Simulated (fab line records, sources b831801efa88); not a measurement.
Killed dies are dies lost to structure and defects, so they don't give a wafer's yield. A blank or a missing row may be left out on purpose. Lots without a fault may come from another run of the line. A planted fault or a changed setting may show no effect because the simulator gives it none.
Which tool did it? | flow sky130 | 24 lots, 72 wafers sampled, at 6 steps of a route of 708

WHAT THE GAUGES READ, wafer by wafer
SKY_FIELD_ISO_BOW_MEAS_00.
lot  | measured    | on            | INCOMING_BOW (um)
L074 | day 1 10:00 | film_metro-04 | -5 -3 -6
L075 | day 1 15:00 | film_metro-01 | 1 -1 -3
L076 | day 1 20:00 | film_metro-02 | 2 6 -3
L077 | day 2 01:00 | film_metro-04 | -1 11 6
L078 | day 2 06:00 | film_metro-02 | -3 7 11
L079 | day 2 11:00 | film_metro-02 | 7 -1 -3
L080 | day 2 16:00 | film_metro-01 | -1 5 -11
L081 | day 2 21:00 | film_metro-04 | -1 -6 17
L082 | day 3 02:02 | film_metro-01 | 4 3 -5
L083 | day 3 07:00 | film_metro-04 | 9 -1 6
L084 | day 3 12:01 | film_metro-02 | -9 -15 -3
L085 | day 3 17:01 | film_metro-02 | -6 -10 -3
L086 | day 3 22:00 | film_metro-02 | -1 -9 2
L087 | day 4 03:00 | film_metro-02 | 0 1 -12
L088 | day 4 08:00 | film_metro-01 | -4 -1 -7
L089 | day 4 13:02 | film_metro-02 | 1 -3 -1
L090 | day 4 18:01 | film_metro-02 | 0 10 -8
L091 | day 4 23:01 | film_metro-01 | -10 1 0
L092 | day 5 04:00 | film_metro-04 | -10 0 -3
L093 | day 5 09:01 | film_metro-02 | 3 -8 -2
L094 | day 5 14:00 | film_metro-01 | -7 2 3
L095 | day 5 19:01 | film_metro-01 | 21 5 -1
L096 | day 6 00:00 | film_metro-02 | 5 -12 -15
L097 | day 6 05:00 | film_metro-01 | 5 -4 -5

SKY_VIA3_CD_MEAS_12: target cd 200 nm.
lot  | measured     | on        | cd_nm (nm)
L074 | day 39 22:22 | cd_sem-02 | 203.5 202.6 203.4
L075 | day 40 04:29 | cd_sem-01 | 202.5 204.0 201.9
L076 | day 40 10:53 | cd_sem-01 | 199.5 200.6 200.7
L077 | day 41 00:02 | cd_sem-01 | 199.1 198.5 197.2
L078 | day 40 20:10 | cd_sem-02 | 200.5 200.8 200.0
L079 | day 41 14:01 | cd_sem-01 | 199.3 200.4 200.2
L080 | day 41 14:47 | cd_sem-02 | 198.7 199.1 198.3
L081 | day 42 01:53 | cd_sem-02 | 199.4 198.7 200.7
L082 | day 42 02:52 | cd_sem-02 | 200.9 200.9 200.0
L083 | day 42 09:02 | cd_sem-02 | 201.5 201.7 202.0
L084 | day 42 23:45 | cd_sem-02 | 203.1 202.7 203.9
L085 | day 43 02:27 | cd_sem-01 | 200.8 199.3 199.9
L086 | day 43 10:26 | cd_sem-02 | 201.0 200.4 200.9
L087 | day 43 13:35 | cd_sem-02 | 199.5 199.3 198.9
L088 | day 43 23:05 | cd_sem-01 | 201.0 199.7 201.3
L089 | day 44 10:46 | cd_sem-01 | 198.7 198.6 200.0
L090 | day 44 18:12 | cd_sem-02 | 201.4 202.7 201.6
L091 | day 44 17:44 | cd_sem-02 | 200.8 200.6 201.2
L092 | day 45 05:26 | cd_sem-01 | 201.5 202.0 201.7
L093 | day 45 12:16 | cd_sem-01 | 199.0 199.1 199.3
L094 | day 45 18:50 | cd_sem-01 | 201.8 201.5 201.0
L095 | day 46 06:44 | cd_sem-01 | 199.3 199.5 199.4
L096 | day 46 10:05 | cd_sem-02 | 200.9 201.3 201.3
L097 | day 46 05:53 | cd_sem-01 | 202.5 200.9 201.8

SKY_VIA3_OVL_MEAS_13.
lot  | measured     | on         | VIA3_OVL (nm)
L074 | day 39 22:29 | overlay-01 | -15 -12 -9
L075 | day 40 04:36 | overlay-02 | 4 -3 2
L076 | day 40 11:01 | overlay-02 | 1 1 1
L077 | day 41 00:09 | overlay-01 | -8 -4 -6
L078 | day 40 20:17 | overlay-01 | -6 -7 -3
L079 | day 41 14:08 | overlay-01 | -6 -8 -10
L080 | day 41 14:55 | overlay-02 | -8 -8 -11
L081 | day 42 02:00 | overlay-01 | -3 -3 -11
L082 | day 42 02:58 | overlay-02 | -10 1 -6
L083 | day 42 09:09 | overlay-02 | 2 -4 -1
L084 | day 42 23:51 | overlay-02 | -8 -10 2
L085 | day 43 02:33 | overlay-01 | -10 -10 -6
L086 | day 43 10:34 | overlay-02 | -4 -4 -3
L087 | day 43 13:42 | overlay-02 | -7 -9 -7
L088 | day 43 23:12 | overlay-01 | -4 -5 -2
L089 | day 44 10:52 | overlay-01 | 4 3 4
L090 | day 44 18:18 | overlay-02 | -12 -5 -7
L091 | day 44 17:50 | overlay-02 | 0 4 0
L092 | day 45 05:34 | overlay-01 | -2 -3 -5
L093 | day 45 12:22 | overlay-02 | -13 -8 -4
L094 | day 45 18:57 | overlay-01 | -1 -3 -6
L095 | day 46 06:50 | overlay-02 | -8 -6 -6
L096 | day 46 10:12 | overlay-02 | -1 2 3
L097 | day 46 06:00 | overlay-02 | -6 -6 -11

SKY_PASSIVATION_THK_MEAS_03.
lot  | measured     | on            | PASSIVATION_CVD_02_THK (nm)
L074 | day 44 02:04 | film_metro-02 | 532 546 548
L075 | day 44 11:12 | film_metro-03 | 526 545 534
L076 | day 44 14:27 | film_metro-04 | 530 531 542
L077 | day 45 02:55 | film_metro-04 | 529 542 545
L078 | day 44 20:44 | film_metro-03 | 540 534 548
L079 | day 45 16:04 | film_metro-04 | 543 554 546
L080 | day 45 17:16 | film_metro-03 | 535 532 537
L081 | day 46 01:19 | film_metro-02 | 531 537 544
L082 | day 46 04:08 | film_metro-04 | 524 544 545
L083 | day 46 07:16 | film_metro-02 | 539 528 533
L084 | day 46 19:35 | film_metro-02 | 524 528 530
L085 | day 46 21:13 | film_metro-03 | 535 526 546
L086 | day 47 08:00 | film_metro-03 | 528 538 526
L087 | day 47 11:25 | film_metro-04 | 535 535 526
L088 | day 47 17:09 | film_metro-02 | 549 539 562
L089 | day 48 02:53 | film_metro-03 | 541 556 549
L090 | day 48 11:16 | film_metro-02 | 540 529 546
L091 | day 48 10:10 | film_metro-02 | 540 544 537
L092 | day 48 20:25 | film_metro-03 | 539 545 549
L093 | day 49 02:25 | film_metro-03 | 540 542 542
L094 | day 49 08:41 | film_metro-04 | 542 548 552
L095 | day 49 17:10 | film_metro-03 | 529 551 532
L096 | day 49 20:31 | film_metro-02 | 526 516 525
L097 | day 49 17:27 | film_metro-03 | 542 548 551

WHICH TOOL RAN EACH LOT (tool, then ch and the chambers of the sampled wafers, then the start)
lot  | SKY_CAPM_METAL_ETCH_13            | SKY_CAP2M_STRIP_14
L074 | rie_metal-02 ch 0,1, day 37 17:16 | plasma_asher-01 ch 1, day 41 00:28
L075 | rie_metal-03 ch 0, day 37 22:25   | plasma_asher-03 ch 0,1, day 41 06:31
L076 | rie_metal-01 ch 0,1, day 38 06:52 | plasma_asher-03 ch 0,1, day 41 12:01
L077 | rie_metal-02 ch 0,1, day 38 20:40 | plasma_asher-01 ch 0,1, day 42 01:52
L078 | rie_metal-03 ch 0, day 38 16:07   | plasma_asher-03 ch 1, day 41 21:19
L079 | rie_metal-01 ch 0,1, day 39 10:59 | plasma_asher-03 ch 1, day 42 16:21
L080 | rie_metal-02 ch 0,1, day 39 11:49 | plasma_asher-03 ch 0,1, day 42 16:53
L081 | rie_metal-03 ch 0,1, day 39 23:31 | plasma_asher-03 ch 0, day 43 03:01
L082 | rie_metal-02 ch 0,1, day 40 00:05 | plasma_asher-04 ch 0,1, day 43 04:21
L083 | rie_metal-01 ch 0, day 40 06:49   | plasma_asher-01 ch 0,1, day 43 09:58
L084 | rie_metal-01 ch 0,1, day 40 22:23 | plasma_asher-04 ch 0,1, day 43 23:07
L085 | rie_metal-03 ch 0,1, day 41 00:34 | plasma_asher-04 ch 0,1, day 44 02:10
L086 | rie_metal-01 ch 0,1, day 41 09:01 | plasma_asher-01 ch 0,1, day 44 12:35
L087 | rie_metal-03 ch 0,1, day 41 12:37 | plasma_asher-03 ch 0,1, day 44 13:58
L088 | rie_metal-03 ch 0,1, day 41 23:58 | plasma_asher-01 ch 0,1, day 44 22:40
L089 | rie_metal-03 ch 0,1, day 42 08:26 | plasma_asher-01 ch 0,1, day 45 09:59
L090 | rie_metal-02 ch 0,1, day 42 17:50 | plasma_asher-04 ch 0,1, day 45 17:37
L091 | rie_metal-01 ch 1, day 42 17:43   | plasma_asher-04 ch 0,1, day 45 16:58
L092 | rie_metal-02 ch 0,1, day 43 05:26 | plasma_asher-01 ch 0,1, day 46 04:56
L093 | rie_metal-01 ch 0,1, day 43 13:32 | plasma_asher-03 ch 0,1, day 46 11:28
L094 | rie_metal-01 ch 0,1, day 43 20:08 | plasma_asher-03 ch 0,1, day 46 17:37
L095 | rie_metal-03 ch 0,1, day 44 09:46 | plasma_asher-03 ch 0,1, day 47 04:13
L096 | rie_metal-03 ch 0,1, day 44 12:53 | plasma_asher-04 ch 0,1, day 47 08:31
L097 | rie_metal-01 ch 0,1, day 44 08:14 | plasma_asher-04 ch 0,1, day 47 04:11
- SKY_CAPM_METAL_ETCH_13: etches TiN in Cl2/BCl3, stops on SiO2, target depth 220 nm, time 62.9 s.
- SKY_CAP2M_STRIP_14: strips in O2/N2.

WHAT THE TOOLS THEMSELVES READ (means of the sampled wafers that have a number; where no wafer has one, the mark that the record gives instead)
SKY_CAPM_METAL_ETCH_13.
lot  | tool         | drypump_motor_current_A (A) | oes_product_au (a.u.) | throttle_valve_pct (%)
L074 | rie_metal-02 | 5.1                         | 0.949                 | 21.898
L075 | rie_metal-03 | 5.4                         | 0.950                 | 21.898
L076 | rie_metal-01 | 5.9                         | 0.928                 | 21.905
L077 | rie_metal-02 | 5.1                         | 0.951                 | 21.896
L078 | rie_metal-03 | 5.4                         | 0.938                 | 21.900
L079 | rie_metal-01 | 5.9                         | 0.945                 | 21.896
L080 | rie_metal-02 | 5.0                         | 0.946                 | 21.902
L081 | rie_metal-03 | 5.8                         | 0.941                 | 21.897
L082 | rie_metal-02 | 5.0                         | 0.939                 | 21.908
L083 | rie_metal-01 | 6.3                         | 0.944                 | 21.895
L084 | rie_metal-01 | 5.5                         | 0.952                 | 21.895
L085 | rie_metal-03 | 5.9                         | 0.935                 | 21.890
L086 | rie_metal-01 | 5.5                         | 0.939                 | 21.914
L087 | rie_metal-03 | 5.9                         | 0.946                 | 21.901
L088 | rie_metal-03 | 5.6                         | 0.932                 | 21.904
L089 | rie_metal-03 | 5.6                         | 0.953                 | 21.892
L090 | rie_metal-02 | 5.0                         | 0.947                 | 21.903
L091 | rie_metal-01 | 5.2                         | 0.936                 | 21.904
L092 | rie_metal-02 | 5.0                         | 0.941                 | 21.905
L093 | rie_metal-01 | 5.9                         | 0.933                 | 21.897
L094 | rie_metal-01 | 5.6                         | 0.930                 | 21.916
L095 | rie_metal-03 | 5.9                         | 0.949                 | 21.903
L096 | rie_metal-03 | 5.9                         | 0.935                 | 21.899
L097 | rie_metal-01 | 5.6                         | 0.952                 | 21.900

SKY_CAP2M_STRIP_14.
lot  | tool            | drypump_motor_current_A (A) | oes_product_au (a.u.) | strip_time_to_endpoint_s (s)
L074 | plasma_asher-01 | 5.7                         | 0.707                 | 12.64
L075 | plasma_asher-03 | 5.3                         | 0.707                 | 12.64
L076 | plasma_asher-03 | 5.3                         | 0.708                 | 12.69
L077 | plasma_asher-01 | 6.0                         | 0.707                 | 12.57
L078 | plasma_asher-03 | 5.3                         | 0.711                 | 12.68
L079 | plasma_asher-03 | 5.2                         | 0.714                 | 12.61
L080 | plasma_asher-03 | 5.2                         | 0.711                 | 12.70
L081 | plasma_asher-03 | 5.3                         | 0.711                 | 12.69
L082 | plasma_asher-04 | 5.9                         | 0.714                 | 12.63
L083 | plasma_asher-01 | 5.8                         | 0.713                 | 12.57
L084 | plasma_asher-04 | 6.2                         | 0.711                 | 12.71
L085 | plasma_asher-04 | 6.2                         | 0.708                 | 12.66
L086 | plasma_asher-01 | 5.8                         | 0.716                 | 12.71
L087 | plasma_asher-03 | 5.2                         | 0.710                 | 12.71
L088 | plasma_asher-01 | 5.8                         | 0.710                 | 12.65
L089 | plasma_asher-01 | 6.0                         | 0.711                 | 12.63
L090 | plasma_asher-04 | 6.2                         | 0.710                 | 12.65
L091 | plasma_asher-04 | 6.2                         | 0.712                 | 12.65
L092 | plasma_asher-01 | 5.8                         | 0.710                 | 12.69
L093 | plasma_asher-03 | 5.3                         | 0.709                 | 12.61
L094 | plasma_asher-03 | 5.3                         | 0.714                 | 12.64
L095 | plasma_asher-03 | 5.2                         | 0.708                 | 12.68
L096 | plasma_asher-04 | 6.2                         | 0.713                 | 12.67
L097 | plasma_asher-04 | 5.9                         | 0.710                 | 12.69

THE ANSWER, worked out from the rows above alone
Rule: what is usual is taken from the lots themselves. Put in order of their means at a reading, lots are off if they are a third of the lots or fewer, leave a main group of 4 or more, and stand apart from it by a gap of 3 or more times the standard deviation of the main group's means; of several such gaps the widest counts. A main group whose means are all the same, to the digits that the tables above print for the reading, isn't used. A lot without any number at a reading at which 4 lots or more have one is off too. The other lots that the step has rows for count as sound. The gauges are gone through in route order, then the tools' own readings, and for those a lot's mean is taken as printed above. The first step at which some lot is off is used, and at that step the reading that is off furthest; a lot without a number counts as furthest.
No lot is off at any reading shown: from this, nothing can be told.

WHAT THE SIMULATOR HAD PUT IN
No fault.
